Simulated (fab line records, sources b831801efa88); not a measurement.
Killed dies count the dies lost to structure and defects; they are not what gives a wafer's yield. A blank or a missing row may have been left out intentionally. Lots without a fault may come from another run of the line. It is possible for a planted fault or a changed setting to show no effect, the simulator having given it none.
Code-filled problem report in 8D (eight disciplines) form    flow sky130    the parts of the form that need people (team, actions taken, sign-off) are left out

## 1. WHAT WENT WRONG
Mean of oesProductAu at SKY_METAL2_ETCH_18: 0.950 a.u. across 6 wafers in 2 lots; on wafers with no fault it is 0.854 a.u. (standard deviation 0.0049). That is +20 standard deviations from the usual mean.
The step: etches BARC in N2/H2, stops on SiO2, time 45.9 s, target depth 60 nm.
First observed at day 38 02:42: wafer L244.4, on rieMetal-01. The record has a number at this step for 18 wafers belonging to 6 lots. By rule, "out" or "out of limits" means more than 4 standard deviations away from the usual mean. Any other wafer with a number is counted as sound.

## 2. WHAT IT IS AND WHAT IT IS NOT
question                     is                        is not
which readings at this step  oesProductAu, runLengthS  drypumpMotorCurrentA
which lots                   L244, L247                L237, L252, L253, L259
which wafers of those lots   all that have a number    -
read on which tools          rieMetal-01               rieMetal-03, rieMetal-04
when                         from day 38 02:42         up to then (3 sound wafers); but 9 sound wafers of L252, L253, L259 came after

## 3. WHAT RULES OUT EACH SUSPECT
Counting: a tool stays on the suspect list if, at a process step up to the reading, it processed all lots that are out and no sound lot following the first of them.
- rieMetal-01 at SKY_METAL2_DESCUM_17 (chemistry O2, time 8 s): ruled out as a lasting fault. Sound lots L259 ran on it after its first lot that is out, L244 (day 38 02:37).
- rieMetal-01 at SKY_METAL2_ETCH_18 (etches BARC in N2/H2, stops on SiO2, time 45.9 s, target depth 60 nm): ruled out as a lasting fault. Sound lots L259 ran on it after its first lot that is out, L244 (day 38 02:42).
Left after counting: nothing in the record.

## 4. THE CAUSE (what the simulator had put in)
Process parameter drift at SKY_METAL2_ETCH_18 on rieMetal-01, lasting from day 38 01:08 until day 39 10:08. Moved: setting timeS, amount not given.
Counting ruled it out, wrongly.

## 5. THE CHAIN OF EFFECTS, in route order
Each row: a reading whose mean over the struck wafers that have a number lies more than 3 standard deviations from the usual. Only readings whose record carries a usual standard deviation are examined. hours: median over the lots of the time between each lot's start at the first step of this table that gives one and its start at this step. sigmas: the change, counted in usual standard deviations.
hours  step                reading       usual       on struck wafers  change  sigmas
0      SKY_METAL2_ETCH_18  oesProductAu  0.854 a.u.  0.950             +0.096  +20
0      SKY_METAL2_ETCH_18  runLengthS    74.2 s      69.5              -4.7    -6.0
It contains these process steps:
- SKY_METAL2_ETCH_18: etches BARC in N2/H2, stops on SiO2, time 45.9 s, target depth 60 nm.
Readings that are blank on the struck wafers while sound wafers have them: rfFwdPowerW at SKY_METAL2_ETCH_18.

## 6. WHAT WOULD HAVE CAUGHT IT SOONER
In this record the first reading out of limits was taken at day 38 02:42, 2 hours after the fault began at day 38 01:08.
